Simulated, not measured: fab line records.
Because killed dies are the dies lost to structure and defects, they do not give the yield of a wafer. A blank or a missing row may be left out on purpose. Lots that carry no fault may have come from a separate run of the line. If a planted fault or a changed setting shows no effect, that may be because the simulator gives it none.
Which of the tools did it? / flow gf180mcu / Sampling: 12 lots, 36 wafers, 3 of 602 route steps

== WHAT EACH GAUGE READ, for each wafer ==
GF_VT_IMPLANT_OVL_MEAS_07.
lot=L075; measured=day 5 21:47; on=overlay-02; VT_IMPLANT_OVL (nm)=0.9 0.4 3.4
lot=L077; measured=day 6 09:23; on=overlay-01; VT_IMPLANT_OVL (nm)=0.9 -0.5 1.0
lot=L079; measured=day 6 22:01; on=overlay-02; VT_IMPLANT_OVL (nm)=0.6 1.2 0.6
lot=L081; measured=day 7 12:46; on=overlay-02; VT_IMPLANT_OVL (nm)=-1.3 -0.2 -1.4
lot=L083; measured=day 8 02:10; on=overlay-02; VT_IMPLANT_OVL (nm)=-0.3 -1.9 -2.9
lot=L085; measured=day 8 08:56; on=overlay-01; VT_IMPLANT_OVL (nm)=0.2 -2.0 0.1
lot=L087; measured=day 8 22:37; on=overlay-02; VT_IMPLANT_OVL (nm)=-0.3 -0.1 0.7
lot=L089; measured=day 9 14:38; on=overlay-01; VT_IMPLANT_OVL (nm)=1.7 1.6 1.9
lot=L091; measured=day 9 23:43; on=overlay-02; VT_IMPLANT_OVL (nm)=-2.1 -1.2 -0.6
lot=L093; measured=day 10 11:43; on=overlay-02; VT_IMPLANT_OVL (nm)=0.3 -0.4 -0.5
lot=L095; measured=day 11 01:58; on=overlay-01; VT_IMPLANT_OVL (nm)=0.8 0.1 0.7
lot=L097; measured=day 11 12:45; on=overlay-02; VT_IMPLANT_OVL (nm)=3.0 1.5 3.2

== EACH LOT AND THE TOOL THAT RAN IT (in order: tool; ch and the chambers of the sampled wafers; start) ==
lot=L075; GF_STI_STRIP_15=plasma-asher-04 ch 0,1, day 2 06:14; GF_STI_CMP_25=cmp-02 ch 0,2,3, day 2 09:19
lot=L077; GF_STI_STRIP_15=plasma-asher-01 ch 1, day 2 17:41; GF_STI_CMP_25=cmp-02 ch 0,2,3, day 2 20:19
lot=L079; GF_STI_STRIP_15=plasma-asher-03 ch 1, day 3 04:24; GF_STI_CMP_25=cmp-01 ch 0,3, day 3 06:14
lot=L081; GF_STI_STRIP_15=plasma-asher-01 ch 0, day 3 15:15; GF_STI_CMP_25=cmp-01 ch 0,2,3, day 3 17:08
lot=L083; GF_STI_STRIP_15=plasma-asher-03 ch 0,1, day 3 23:57; GF_STI_CMP_25=cmp-01 ch 0,1,2, day 4 03:00
lot=L085; GF_STI_STRIP_15=plasma-asher-03 ch 0,1, day 4 09:18; GF_STI_CMP_25=cmp-01 ch 0,1,3, day 4 11:05
lot=L087; GF_STI_STRIP_15=plasma-asher-03 ch 0, day 4 20:32; GF_STI_CMP_25=cmp-02 ch 1,2,3, day 4 22:19
lot=L089; GF_STI_STRIP_15=plasma-asher-04 ch 0,1, day 5 07:08; GF_STI_CMP_25=cmp-01 ch 0,3, day 5 09:23
lot=L091; GF_STI_STRIP_15=plasma-asher-03 ch 0,1, day 5 16:46; GF_STI_CMP_25=cmp-02 ch 1,2,3, day 5 19:46
lot=L093; GF_STI_STRIP_15=plasma-asher-03 ch 0,1, day 6 04:36; GF_STI_CMP_25=cmp-01 ch 0,1, day 6 06:26
lot=L095; GF_STI_STRIP_15=plasma-asher-03 ch 0,1, day 6 15:54; GF_STI_CMP_25=cmp-02 ch 1,2,3, day 6 17:42
lot=L097; GF_STI_STRIP_15=plasma-asher-01 ch 0,1, day 7 01:38; GF_STI_CMP_25=cmp-02 ch 0,1,2, day 7 03:53
- GF_STI_STRIP_15: strips in O2/N2.
- GF_STI_CMP_25: polishes, stops on Si3N4, t overpolish 33 s, target thk 524.6 nm.

== THE ANSWER, worked out from the rows above alone ==
Rule: what is usual is taken from the lots themselves. The widest of any qualifying gaps counts: lots, ordered by their means at a reading, are off when they make up no more than a third of the lots, leave a main group of 4 or more, and stand apart from it by 3 or more times the standard deviation of that group's means. A main group whose means are all the same, to the digits that the tables above print for the reading, isn't used. A lot without any number at a reading at which 4 lots or more have one is off too. Any other lot the step has rows for is counted as sound.
No lot is off at any reading shown: from this, nothing can be told.

== WHAT THE SIMULATOR HAD INSERTED ==
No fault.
